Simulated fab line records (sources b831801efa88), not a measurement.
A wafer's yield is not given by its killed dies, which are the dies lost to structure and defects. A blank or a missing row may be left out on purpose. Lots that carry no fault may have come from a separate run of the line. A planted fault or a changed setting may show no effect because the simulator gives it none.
Struck lot and sound lot, side by side	flow sky130	15 out of 708 route steps
Sound: these wafers, L769.2, L769.3, L769.4. The struck wafers were L774.1, L774.3, L774.6. The cause is named last.
At each step with rows: each side's tool, then ch and its chambers, then its first start. Under that, the readings that differ: sound wafers	struck wafers	difference of the means	sigmas: that difference in standard deviations of wafers without a fault.
alike: words and numbers the same on both sides, and readings whose means are apart by under 2 such deviations; not compared: readings that were withheld, readings missing a value for some wafer, numbers with overlapping values and no deviation given by the record, and bounds like >300 which may hide the same value.
A row with sigmas, a row that says differs or no value, or rows on one side alone: a step with any of these is where the two part. Numbers that don't overlap but have no deviation are shown without sigmas and don't part them. Lack of a reading on every wafer of one side parts them only where that side has two or more wafers.

first, 4 steps without rows for these wafers: SKY_LDD_HVN_SOFTBAKE_03 (time 60 s); SKY_LDD_HVN_EXPOSE_04 (exposes mask HVNTM, target cd 700 nm); SKY_LDD_HVN_PEB_05; SKY_LDD_HVN_DEVELOP_06 (develop time 60 s).
SKY_LDD_HVN_OVL_MEAS_07:
  sound on overlay-02 at day 24 13:22; struck on overlay-01 at day 25 23:14
reading	sound	struck	difference	sigmas
LDD_HVN_OVL (nm)	-2.1 -2.8 -3.0	3.2 2.9 2.5	+5.5	+4
next, for these wafers, 1 step has no rows: SKY_LDD_HVN_IMPLANT_08.
SKY_LDD_HVN_STRIP_09: strips in O2/N2.
  sound on plasma asher-03 ch 0,1, day 24 13:32; struck on plasma asher-01 ch 0, day 25 23:25
  alike: chamber pressure mTorr, drypump motor current A, oes product au, strip time to endpoint s
  not compared: rf hours counter h
SKY_LDD_HVN_TW_MEAS_10:
  sound on film metro-01 at day 24 13:39; struck on film metro-03 at day 25 23:31
reading	sound	struck	difference	sigmas
LDD_HVN_TW	1435 1431 1430	1406 1417 1412	-20	-2
then, 4 steps without rows for these wafers: SKY_LDD_HVP_DEHYDRATE_00 (time 60 s); SKY_LDD_HVP_HMDS_01 (prime time 60 s); SKY_LDD_HVP_COAT_02 (resist thk 300 nm); SKY_LDD_HVP_SOFTBAKE_03 (time 60 s).
SKY_LDD_HVP_EXPOSE_04: exposes mask HVPTM, target cd 700 nm.
  sound on iline stepper-01 ch 0, day 25 04:11; struck on iline stepper-01 ch 0, day 26 13:29
reading	sound	struck	difference	sigmas
mask	HVPTM#0 HVPTM#0 HVPTM#0	HVPTM_R1#0 HVPTM_R1#0 HVPTM_R1#0	differs	
next, for these wafers, 1 step has no rows: SKY_LDD_HVP_PEB_05.
-- the record jumps here: 23 days lie between the struck wafers' starts before and after (it left off in module LDD_HVP and takes up again in module PAD_OPEN, whose first step shown is number 708 of the route) --
SKY_PAD_OPEN_PROBE_99:
  only the struck wafers here have rows in the record (prober-01, day 49 11:15); the sound ones have none

== WHERE THEY PART ==
Last at SKY_PAD_OPEN_PROBE_99 as far as this record goes, first at SKY_LDD_HVN_OVL_MEAS_07.

WHY: whatever the simulator had introduced
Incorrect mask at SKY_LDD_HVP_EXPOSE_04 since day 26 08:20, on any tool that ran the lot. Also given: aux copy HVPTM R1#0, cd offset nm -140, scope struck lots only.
